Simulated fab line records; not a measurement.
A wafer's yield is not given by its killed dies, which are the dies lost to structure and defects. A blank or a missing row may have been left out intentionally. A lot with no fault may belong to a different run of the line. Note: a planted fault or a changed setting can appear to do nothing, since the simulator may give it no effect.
Which of the tools did it?    flow gf180mcu    33 wafers from 11 lots sampled at 3 of the route's 602 steps

== WHAT THE GAUGES SHOWED, per wafer ==
GF_POLY_GATE_CD_MEAS_10: target cd 280 nm. Usual: 280.0 nm for cd-nm, sd 1.3.
lot   measured      on         cd-nm (nm)         flag
L887  day 9 04:45   cd-sem-01  278.9 279.4 279.3  
L888  day 9 10:15   cd-sem-02  280.9 278.8 279.1  
L897  day 12 06:28  cd-sem-01  281.4 280.3 279.9  
L898  day 12 14:45  cd-sem-01  281.7 280.8 280.7  
L901  day 13 10:05  cd-sem-02  282.2 282.0 281.9  
L903  day 14 02:33  cd-sem-01  278.8 280.2 277.9  
L905  day 14 12:07  cd-sem-02  278.3 279.5 279.2  
L906  day 14 22:04  cd-sem-02  278.9 280.4 279.7  
L907  day 15 02:23  cd-sem-02  277.8 277.5 278.2  
L908  day 15 07:44  cd-sem-02  279.6 278.8 279.8  
L910  day 16 02:16  cd-sem-01  281.3 280.9 281.3  

== WHICH TOOL RAN EACH LOT (tool, then ch and the chambers of the sampled wafers, then the start) ==
lot   GF_STI_STRIP_15                      GF_MVPSD_HMDS_01
L887  plasma-asher-02 ch 0,1, day 2 01:15  litho-track-04 ch 0, day 4 16:49
L888  plasma-asher-02 ch 0,1, day 2 06:28  litho-track-04 ch 0, day 4 21:19
L897  plasma-asher-03 ch 0,1, day 4 05:17  litho-track-04 ch 0, day 7 07:25
L898  plasma-asher-03 ch 0,1, day 4 09:48  litho-track-04 ch 0, day 7 12:01
L901  plasma-asher-02 ch 0,1, day 5 03:07  litho-track-01 ch 0, day 8 05:26
L903  plasma-asher-03 ch 0,1, day 5 11:18  litho-track-02 ch 0, day 8 15:39
L905  plasma-asher-01 ch 0,1, day 5 22:45  litho-track-01 ch 0, day 9 02:53
L906  plasma-asher-01 ch 0,1, day 6 02:44  litho-track-01 ch 0, day 9 09:13
L907  plasma-asher-02 ch 0,1, day 6 08:32  litho-track-02 ch 0, day 9 14:51
L908  plasma-asher-01 ch 0,1, day 6 13:46  litho-track-01 ch 0, day 9 19:49
L910  plasma-asher-02 ch 0,1, day 7 00:01  litho-track-01 ch 0, day 10 09:35
- GF_STI_STRIP_15: strips in O2/N2.
- GF_MVPSD_HMDS_01: prime time 60 s.

== AS READ BY THE TOOLS THEMSELVES (means over the sampled wafers that have a number; for cases with no such wafer, the mark the record gives instead) ==
GF_STI_STRIP_15. Usual: drypump-motor-current-A 5.5 A, standard deviation 0.57; heater-power-w 320 W, standard deviation 38; oes-product-au 0.384 a.u., standard deviation 0.005; strip-time-to-endpoint-s 3.72 s, standard deviation 0.051.
lot   tool             drypump-motor-current-A (A)  heater-power-w (W)  oes-product-au (a.u.)  strip-time-to-endpoint-s (s)  flag
L887  plasma-asher-02  5.9                          333                 0.383                  3.70                          
L888  plasma-asher-02  5.7                          357                 0.384                  3.72                          
L897  plasma-asher-03  5.6                          331                 0.384                  3.73                          
L898  plasma-asher-03  5.2                          338                 0.381                  3.64                          
L901  plasma-asher-02  5.9                          326                 0.381                  3.72                          
L903  plasma-asher-03  5.6                          330                 0.383                  3.71                          
L905  plasma-asher-01  5.1                          271                 0.382                  3.68                          
L906  plasma-asher-01  5.1                          275                 0.384                  3.72                          
L907  plasma-asher-02  5.9                          325                 0.384                  3.74                          
L908  plasma-asher-01  5.1                          274                 0.382                  3.71                          
L910  plasma-asher-02  5.9                          327                 0.387                  3.69                          

GF_MVPSD_HMDS_01. Usual: 119.98 C for prime-temp-c, sd 0.14.
lot   tool            prime-temp-c (C)  flag
L887  litho-track-04  119.91            
L888  litho-track-04  119.98            
L897  litho-track-04  123.04            OFF
L898  litho-track-04  122.94            OFF
L901  litho-track-01  120.05            
L903  litho-track-02  120.06            
L905  litho-track-01  120.17            
L906  litho-track-01  119.77            
L907  litho-track-02  119.92            
L908  litho-track-01  120.04            
L910  litho-track-01  119.89            

== THE ANSWER, worked out from the rows above alone ==
Rule: take the mean of a lot's wafers that have a number; if it is more than 3 standard deviations from the usual mean, the lot is off. A lot without any number at a reading at which 4 lots or more have one is off too. The other lots that the step has rows for count as sound. After the gauges, taken in route order, come the tools' own readings; for these a lot's mean is taken, as printed above. The first step at which some lot is off is used, and at that step the reading that is off furthest; a lot without a number counts as furthest.
Off: L897, L898 (GF_MVPSD_HMDS_01, prime-temp-c).
If a tool, at that step or one of the process steps before it, ran each lot that is off and ran no sound lot following the first of them, it fits. One candidate fits, namely litho-track-04 at GF_MVPSD_HMDS_01. Its last sound lot is L888 (day 4 21:19), its first lot that is off L897 (day 7 07:25): a fault that began between those two fits.
The tool's own readings at GF_MVPSD_HMDS_01 bear it out: on the lots that are off they differ by more than 5 times the standard deviation of the sound lots' means. prime-temp-c reads 122.99 C there against 119.98 C on the sound lots.

== WHAT HAD BEEN PUT IN BY THE SIMULATOR ==
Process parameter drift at GF_MVPSD_HMDS_01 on litho-track-04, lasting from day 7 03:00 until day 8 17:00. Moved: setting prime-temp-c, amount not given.
Struck lots among those shown: L897, L898. Same finding as the rule above.
